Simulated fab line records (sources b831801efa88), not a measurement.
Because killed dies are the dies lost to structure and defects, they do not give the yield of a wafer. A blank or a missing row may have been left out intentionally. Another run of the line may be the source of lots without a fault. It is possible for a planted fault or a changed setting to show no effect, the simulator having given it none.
Code-filled problem report in 8D (eight disciplines) form	flow gf180mcu	the parts of the form that need people (team, actions taken, sign-off) are left out

== 1. THE ISSUE ==
Wafers free of any fault read 1433 (standard deviation 5.3) for HV_LDD_3_TW at GF_HV_LDD_TW_MEAS_38, against a mean of 1400 on 6 wafers of 2 lots. That puts it -6.3 standard deviations away from the usual mean.
Seen first at day 17 14:17 on film-metro-03, wafer L607.3. Wafers with a number at this step in the record: 39, from 13 lots. The rule behind "out" and "out of limits": a value lying over 4 standard deviations away from the usual mean. The rest of the wafers with a number are treated as sound.

== 2. WHAT IT IS, AND WHAT IT ISN'T ==
question	is	is not
which readings at this step	HV_LDD_3_TW	-
which lots	L607, L608	L589, L592, L594, L596, L598, L599, L600, L601, L609, L610, L611
which wafers of those lots	all that have a number	-
read on which gauges	film-metro-03	film-metro-01, film-metro-04
when	from day 17 14:17	up to then (24 sound wafers); but 9 sound wafers of L609, L610, L611 came after

== 3. SUSPECTS, AND WHAT RULES EACH OUT ==
Counting: any tool at a process step up to the reading is kept as a suspect provided that every lot that is out went through it and no sound lot did after the first of them.
- ruled out: the gauge at GF_HV_LDD_TW_MEAS_38. All the wafers that are out were read on film-metro-03, but those of them that GF_HV_LDD_IMPLANT_33 has rows for are out there too, on other tools.
- implanter-02 at GF_HV_LDD_IMPLANT_33: kept. It ran every lot that is out, first L607 (day 17 13:37), and no sound lot after that; its last sound lot up to then is L601 (day 15 19:14). Out on those wafers are its own readings of dose-ions-cm2, faraday-current-uA.
After counting, what remains is implanter-02 at GF_HV_LDD_IMPLANT_33.

== 4. THE CAUSE (what the simulator had put in) ==
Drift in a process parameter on implanter-02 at GF_HV_LDD_IMPLANT_33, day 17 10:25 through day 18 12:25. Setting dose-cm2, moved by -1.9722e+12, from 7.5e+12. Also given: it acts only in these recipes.
The count eliminated every tool but this one.

== 5. THE CHAIN OF EFFECTS, in route order ==
One row per reading whose mean, taken over the struck wafers that have a number, lies over 3 standard deviations from the usual. Only readings whose record carries a usual standard deviation are examined. hours: median over the lots of the time between each lot's start at the first step of this table that gives one and its start at this step. sigmas: the change, counted in usual standard deviations.
hours	step	reading	usual	on struck wafers	change	sigmas
0	GF_HV_LDD_IMPLANT_33	dose-ions-cm2	7.501e+12	5.533e+12	-1.968e+12	-99 or more
0	GF_HV_LDD_IMPLANT_33	faraday-current-uA	42.3	31.2	-11.1	-13
1	GF_HV_LDD_TW_MEAS_38	HV_LDD_3_TW	1433	1400	-33	-6.3
24	GF_HV_LDD_RS_MEAS_53	HV_LDD_RS	418.1 ohm/sq	424.2	+6.1	+7.1
Process steps it contains:
- GF_HV_LDD_IMPLANT_33
Later measuring or inspecting steps at which every struck wafer that the step has a row for has a number for every such reading, and none has moved that far: GF_M1_CD_MEAS_14, GF_V1_CD_MEAS_14.

== 6. HOW IT WOULD HAVE BEEN CAUGHT EARLIER ==
In this record the first reading out of limits at a measuring or inspecting step was taken at day 17 14:17, 4 hours after the fault began at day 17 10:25.
Tool's own readings at GF_HV_LDD_IMPLANT_33, dose-ions-cm2, faraday-current-uA: out on all struck wafers the step has rows for; an alarm limit on them would have tripped on the first.
L608, from the lots that are out (2), started GF_HV_LDD_IMPLANT_33 on implanter-02 later than day 17 14:17. A tool hold placed at that time would have kept it from harm.
